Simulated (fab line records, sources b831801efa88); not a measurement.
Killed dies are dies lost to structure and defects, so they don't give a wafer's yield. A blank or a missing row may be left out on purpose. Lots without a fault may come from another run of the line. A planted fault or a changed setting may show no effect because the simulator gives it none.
Which tool did it? | flow gf180mcu | 13 lots, 39 wafers sampled, at 5 steps of a route of 602

WHAT THE GAUGES READ, wafer by wafer
GF_STI_BOW_MEAS_00. Usual: INCOMING_BOW 0 um, standard deviation 6.4.
lot  | measured    | on            | INCOMING_BOW (um) | flag
L783 | day 1 10:00 | film_metro-03 | 14 -3 0           |
L785 | day 1 20:00 | film_metro-04 | 2 2 4             |
L786 | day 2 01:02 | film_metro-01 | -18 -4 11         |
L787 | day 2 06:02 | film_metro-01 | 5 -5 -1           |
L789 | day 2 16:01 | film_metro-04 | 2 -2 -2           |
L790 | day 2 21:02 | film_metro-04 | -10 -4 9          |
L791 | day 3 02:02 | film_metro-03 | 2 -4 10           |
L793 | day 3 12:01 | film_metro-03 | -3 -5 10          |
L794 | day 3 17:00 | film_metro-03 | -2 -8 8           |
L797 | day 4 08:00 | film_metro-01 | 4 -2 -1           |
L798 | day 4 13:01 | film_metro-03 | 0 1 -8            |
L799 | day 4 18:00 | film_metro-03 | -3 -14 -5         |
L806 | day 6 05:01 | film_metro-03 | -10 -7 5          |

GF_VT_IMPLANT_TW_MEAS_32. Usual: VT_IMPLANT_3_TW 267.5, standard deviation 1.5.
lot  | measured     | on            | VT_IMPLANT_3_TW                     | flag
L783 | day 7 04:37  | film_metro-03 | 266.4 267.6 268.6                   |
L785 | day 7 16:04  | film_metro-02 | 268.7 267.6 268.5                   |
L786 | day 7 23:35  | film_metro-04 | 267.7 268.7 268.6                   |
L787 | day 8 03:50  | film_metro-04 | 268.0 268.9 266.4                   |
L789 | day 8 19:31  | film_metro-03 | 266.2 268.5 267.8                   |
L790 | day 9 02:01  | film_metro-02 | 266.8 264.6 266.2                   |
L791 | day 9 10:47  | film_metro-02 | 265.6 263.7 266.0                   |
L793 | day 9 20:50  | film_metro-03 | 264.8 266.3 267.7                   |
L794 | day 10 00:52 | film_metro-03 | 267.5 268.0 267.8                   |
L797 | day 11 00:14 | film_metro-04 | 331.6 331.9 331.5 331.7 330.6 330.4 | OFF
L798 | day 11 06:10 | film_metro-04 | 270.9 270.0 270.2                   |
L799 | day 11 11:31 | film_metro-02 | 267.0 266.3 265.0                   |
L806 | day 13 10:59 | film_metro-03 | 326.8 328.7 329.5 329.4 328.5 328.7 | OFF

GF_HV_LDD_TW_MEAS_11. Usual: HV_LDD_TW 2396, standard deviation 13.
lot  | measured     | on            | HV_LDD_TW      | flag
L783 | day 10 11:56 | film_metro-02 | 2391 2388 2394 |
L785 | day 11 00:50 | film_metro-02 | 2380 2391 2375 |
L786 | day 11 05:54 | film_metro-02 | 2381 2391 2394 |
L787 | day 11 12:03 | film_metro-02 | 2380 2382 2380 |
L789 | day 12 06:50 | film_metro-01 | 2398 2389 2389 |
L790 | day 12 14:56 | film_metro-01 | 2391 2393 2392 |
L791 | day 12 22:27 | film_metro-04 | 2421 2409 2420 |
L793 | day 13 09:36 | film_metro-04 | 2409 2389 2412 |
L794 | day 13 14:29 | film_metro-02 | 2396 2398 2400 |
L797 | day 14 18:23 | film_metro-04 | 2409 2406 2414 |
L798 | day 14 23:32 | film_metro-04 | 2395 2387 2397 |
L799 | day 15 06:15 | film_metro-02 | 2403 2403 2401 |
L806 | day 17 12:03 | film_metro-04 | 2403 2406 2411 |

WHICH TOOL RAN EACH LOT (tool, then ch and the chambers of the sampled wafers, then the start)
lot  | GF_STI_STRIP_15                     | GF_VT_IMPLANT_IMPLANT_30
L783 | plasma_asher-03 ch 0,1, day 2 04:21 | implanter-03 ch 0, day 7 04:22
L785 | plasma_asher-03 ch 0,1, day 2 12:48 | implanter-03 ch 0, day 7 15:49
L786 | plasma_asher-01 ch 0,1, day 2 17:47 | implanter-04 ch 0, day 7 23:22
L787 | plasma_asher-01 ch 0,1, day 2 22:14 | implanter-01 ch 0, day 8 03:37
L789 | plasma_asher-03 ch 0,1, day 3 08:52 | implanter-03 ch 0, day 8 19:16
L790 | plasma_asher-03 ch 0,1, day 3 14:21 | implanter-01 ch 0, day 9 01:46
L791 | plasma_asher-01 ch 0,1, day 3 19:29 | implanter-04 ch 0, day 9 10:34
L793 | plasma_asher-03 ch 0,1, day 4 05:07 | implanter-04 ch 0, day 9 20:36
L794 | plasma_asher-02 ch 0,1, day 4 10:45 | implanter-04 ch 0, day 10 00:37
L797 | plasma_asher-03 ch 0,1, day 5 02:48 | implanter-03 ch 0, day 10 23:31
L798 | plasma_asher-03 ch 0,1, day 5 07:47 | implanter-03 ch 0, day 11 05:56
L799 | plasma_asher-03 ch 0,1, day 5 12:28 | implanter-04 ch 0, day 11 11:16
L806 | plasma_asher-02 ch 0,1, day 7 00:33 | implanter-01 ch 0, day 13 10:26
- GF_STI_STRIP_15: strips in O2/N2.
- GF_VT_IMPLANT_IMPLANT_30

WHAT THE TOOLS THEMSELVES READ (means of the sampled wafers that have a number; where no wafer has one, the mark that the record gives instead)
GF_STI_STRIP_15. Usual: drypump_motor_current_A 5.57 A, standard deviation 0.24; heater_power_w 327 W, standard deviation 36; oes_product_au 0.384 a.u., standard deviation 0.0048; strip_time_to_endpoint_s 3.72 s, standard deviation 0.03.
lot  | tool            | drypump_motor_current_A (A) | heater_power_w (W) | oes_product_au (a.u.) | strip_time_to_endpoint_s (s) | flag
L783 | plasma_asher-03 | 5.57                        | 297                | 0.387                 | 3.73                         |
L785 | plasma_asher-03 | 5.60                        | 296                | 0.387                 | 3.75                         |
L786 | plasma_asher-01 | 5.37                        | 349                | 0.387                 | 3.73                         |
L787 | plasma_asher-01 | 5.47                        | 365                | 0.381                 | 3.70                         |
L789 | plasma_asher-03 | 5.62                        | 312                | 0.382                 | 3.74                         |
L790 | plasma_asher-03 | 5.66                        | 309                | 0.382                 | 3.74                         |
L791 | plasma_asher-01 | 5.47                        | 372                | 0.389                 | 3.74                         |
L793 | plasma_asher-03 | 5.66                        | 310                | 0.381                 | 3.71                         |
L794 | plasma_asher-02 | 5.56                        | 346                | 0.384                 | 3.71                         |
L797 | plasma_asher-03 | 5.65                        | 313                | 0.380                 | 3.72                         |
L798 | plasma_asher-03 | 5.58                        | 297                | 0.381                 | 3.68                         |
L799 | plasma_asher-03 | 5.58                        | 300                | 0.387                 | 3.68                         |
L806 | plasma_asher-02 | 5.87                        | 359                | 0.384                 | 3.75                         |

GF_VT_IMPLANT_IMPLANT_30. Usual: faraday_current_uA 14.29, standard deviation 0.25.
lot  | tool         | faraday_current_uA | flag
L783 | implanter-03 | 14.08              |
L785 | implanter-03 | 14.27              |
L786 | implanter-04 | 14.53              |
L787 | implanter-01 | 14.26              |
L789 | implanter-03 | 14.29              |
L790 | implanter-01 | 14.60              |
L791 | implanter-04 | 14.15              |
L793 | implanter-04 | 14.36              |
L794 | implanter-04 | 14.35              |
L797 | implanter-03 | 14.29              |
L798 | implanter-03 | 14.21              |
L799 | implanter-04 | 14.22              |
L806 | implanter-01 | 14.24              |

THE ANSWER, worked out from the rows above alone
Rule: a lot is off if the mean of its wafers that have a number lies more than 3 standard deviations from the usual mean. A lot without any number at a reading at which 4 lots or more have one is off too. The other lots that the step has rows for count as sound. The gauges are gone through in route order, then the tools' own readings, and for those a lot's mean is taken as printed above. The first step at which some lot is off is used, and at that step the reading that is off furthest; a lot without a number counts as furthest.
Off: L797, L806, at GF_VT_IMPLANT_TW_MEAS_32 (VT_IMPLANT_3_TW).
A tool fits if, at a process step before that reading, it ran every lot that is off, and no sound lot after the first of them. The gauges at GF_VT_IMPLANT_TW_MEAS_32 are tried like those tools. None of those tried fits.

WHAT THE SIMULATOR HAD PUT IN
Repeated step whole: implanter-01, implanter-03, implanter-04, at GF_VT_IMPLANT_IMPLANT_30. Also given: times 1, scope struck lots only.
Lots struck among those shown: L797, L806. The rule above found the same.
